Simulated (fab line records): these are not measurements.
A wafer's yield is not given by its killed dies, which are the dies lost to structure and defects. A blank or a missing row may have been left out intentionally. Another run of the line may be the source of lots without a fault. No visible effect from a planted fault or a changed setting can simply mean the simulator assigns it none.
8D (eight disciplines) problem report, filled in by code || flow sky130 || the parts of the form that need people (team, actions taken, sign-off) are left out

## 1. WHAT IS WRONG
At SKY_VIA3_ETCH_14, oes-product-au averages 1.014 a.u. over 6 wafers from 2 lots, while fault-free wafers read 0.855 a.u., standard deviation 0.0049. That puts it +33 standard deviations away from the usual mean.
The step: etches BARC in N2/H2, stops on SiO2, time 45.9 s, target depth 60 nm.
Earliest sighting: wafer L317.1 on rie-diel-01 at day 42 13:49. The record has a number at this step for 41 wafers belonging to 14 lots. By rule, "out" or "out of limits" means more than 4 standard deviations away from the usual mean. The rest of the wafers with a number are treated as sound.

## 2. WHAT IT IS; WHAT IT IS NOT
{"question": "which readings at this step", "is": "oes-product-au, run-length-s", "is not": "drypump-motor-current-A"}
{"question": "which lots", "is": "L317, L321", "is not": "L310, L312, L313, L315, L316, L324, L325, L326, L327, L329, L331, L332"}
{"question": "which wafers of those lots", "is": "all that have a number", "is not": "-"}
{"question": "read on which tools", "is": "rie-diel-01", "is not": "rie-diel-02, rie-diel-04"}
{"question": "when", "is": "from day 42 13:49", "is not": "up to then (15 sound wafers); but 20 sound wafers of L324, L325, L326, L327, L329, L331, L332 came after"}

## 3. WHAT RULES OUT EACH SUSPECT
Counting: a tool stays on the suspect list if, at a process step up to the reading, it processed all lots that are out and no sound lot following the first of them.
- cmp-02 at SKY_CONTACT_CMP_27 (polishes, stops on SiO2, t overpolish 15 s, target thk 0 nm): ruled out as a lasting fault. The sound lots L324, L326, L327, L331, L332 went through it after L317, its earliest lot that is out (day 34 19:25).
- rie-diel-01 at SKY_VIA3_ETCH_14 (etches BARC in N2/H2, stops on SiO2, time 45.9 s, target depth 60 nm): kept. All lots that are out passed through it, beginning with L317 at day 42 13:49, and no sound lot followed; its final sound lot before that point was L315 at day 41 22:25. On those wafers its own readings are out: oes-product-au, run-length-s.
Remaining after the count: rie-diel-01 at SKY_VIA3_ETCH_14.

## 4. THE CAUSE (what the simulator had put in)
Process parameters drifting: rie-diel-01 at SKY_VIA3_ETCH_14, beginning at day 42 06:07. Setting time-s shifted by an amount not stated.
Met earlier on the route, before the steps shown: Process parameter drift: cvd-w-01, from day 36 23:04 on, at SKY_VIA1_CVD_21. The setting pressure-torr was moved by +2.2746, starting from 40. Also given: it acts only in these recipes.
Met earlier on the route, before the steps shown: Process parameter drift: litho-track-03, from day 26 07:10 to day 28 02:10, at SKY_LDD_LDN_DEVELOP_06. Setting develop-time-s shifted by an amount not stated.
Only this tool survived the counting.

## 5. THE CHAIN OF EFFECTS, in route order
Each row: a reading whose mean over the struck wafers that have a number lies more than 3 standard deviations from the usual. Only readings for which the record gives a usual standard deviation are gone through. hours: the time from each lot's start at the first step in this table that gives one to its start at this step, as a median over the lots. sigmas: the change in usual standard deviations.
{"hours": 0, "step": "SKY_VIA3_ETCH_14", "reading": "oes-product-au", "usual": "0.855 a.u.", "on struck wafers": 1.014, "change": "+0.159", "sigmas": "+33"}
{"hours": 0, "step": "SKY_VIA3_ETCH_14", "reading": "run-length-s", "usual": "74.0 s", "on struck wafers": 63.2, "change": -10.8, "sigmas": -26}
{"hours": 0, "step": "SKY_VIA3_STRIP_16", "reading": "strip-time-to-endpoint-s", "usual": "4.12 s", "on struck wafers": 4.23, "change": "+0.11", "sigmas": "+3.3"}
The process steps in it:
- SKY_VIA3_ETCH_14: etches BARC in N2/H2, stops on SiO2, time 45.9 s, target depth 60 nm.
- SKY_VIA3_STRIP_16: strips in O2/N2.
At these later measuring or inspecting steps, every struck wafer for which the step has a row has a number for every such reading, and none has moved that far: SKY_VIA3_RS_MEAS_22.

## 6. WHAT WOULD HAVE CAUGHT IT SOONER
First out-of-limits reading in this record: day 42 13:49, which is 8 hours after fault onset at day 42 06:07.
